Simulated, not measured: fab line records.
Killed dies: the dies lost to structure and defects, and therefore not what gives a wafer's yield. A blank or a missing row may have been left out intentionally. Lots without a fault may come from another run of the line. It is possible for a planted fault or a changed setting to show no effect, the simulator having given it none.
Problem report, 8D (eight disciplines) form, completed by code | flow sky130 | the parts of the form that need people (team, actions taken, sign-off) are left out

== 1. WHAT IS WRONG ==
Wafers without a fault read 56.59 W, standard deviation 0.046; heater power total W at SKY_CAP2M_SOFTBAKE_08 reads a mean of 58.34 W on 3 wafers belonging to 3 lots. That puts it +38 standard deviations away from the usual mean.
The step: time 60 s.
First seen on wafer L317.1, day 42 00:04, on litho track-04. The record holds 44 wafers of 15 lots with a number at this step. By rule, "out" or "out of limits" means more than 4 standard deviations away from the usual mean. All remaining wafers that have a number are taken as sound.

== 2. WHAT IT IS, WHAT IT ISN'T ==
question                    | is                                 | is not
which readings at this step | heater power total W, run length s | -
which lots                  | L317, L318, L320                   | L311, L312, L313, L314, L316, L326, L328, L329, L331, L332, L333, L334
which wafers of those lots  | L317.1, L318.4, L320.4             | L317.2, L317.5, L318.3, L318.5, L320.3
read on which tools         | litho track-04                     | litho track-02, litho track-03
when                        | from day 42 00:04                  | up to then (17 sound wafers); but 24 sound wafers of L318, L320, L326, L328, L329, L331, L332, L333, L334 came after

== 3. SUSPECTS, AND WHAT RULES EACH OUT ==
Counting: if a tool at a process step up to the reading ran every lot that is out, it stays a suspect. Sound lots after the first of them don't rule it out here, since some wafers of a struck lot are sound.
- litho track-04 at SKY_CAP2M_SOFTBAKE_08 (time 60 s): kept. It ran every lot that is out, first L317 (day 42 00:04); its last sound lot up to then is L316 (day 41 15:08). Out on those wafers are its own readings of heater power total W, run length s.
The count leaves litho track-04 at SKY_CAP2M_SOFTBAKE_08.

== 4. THE CAUSE (what the simulator had put in) ==
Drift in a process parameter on litho track-04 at SKY_CAP2M_SOFTBAKE_08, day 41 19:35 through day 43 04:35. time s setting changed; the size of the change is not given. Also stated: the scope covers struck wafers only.
Counting left only this tool.

== 5. THE CHAIN OF EFFECTS, in route order ==
Rows list readings where the struck wafers' mean (over those with a number) sits beyond 3 standard deviations from the usual. Scope: only readings with a usual standard deviation given in the record; hours: median across lots of the time from each lot's start at the first step in this table that gives one to its start at this step; sigmas: change in usual standard deviations.
hours | step                  | reading              | usual   | on struck wafers | change | sigmas
0     | SKY_CAP2M_SOFTBAKE_08 | heater power total W | 56.59 W | 58.34            | +1.75  | +38
0     | SKY_CAP2M_SOFTBAKE_08 | run length s         | 89.13 s | 84.03            | -5.10  | -32
It contains these process steps:
- SKY_CAP2M_SOFTBAKE_08: time 60 s.

== 6. HOW IT WOULD HAVE BEEN CAUGHT EARLIER ==
In this record no reading fell out of limits until day 42 00:04, 4 hours after the fault had begun at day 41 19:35.
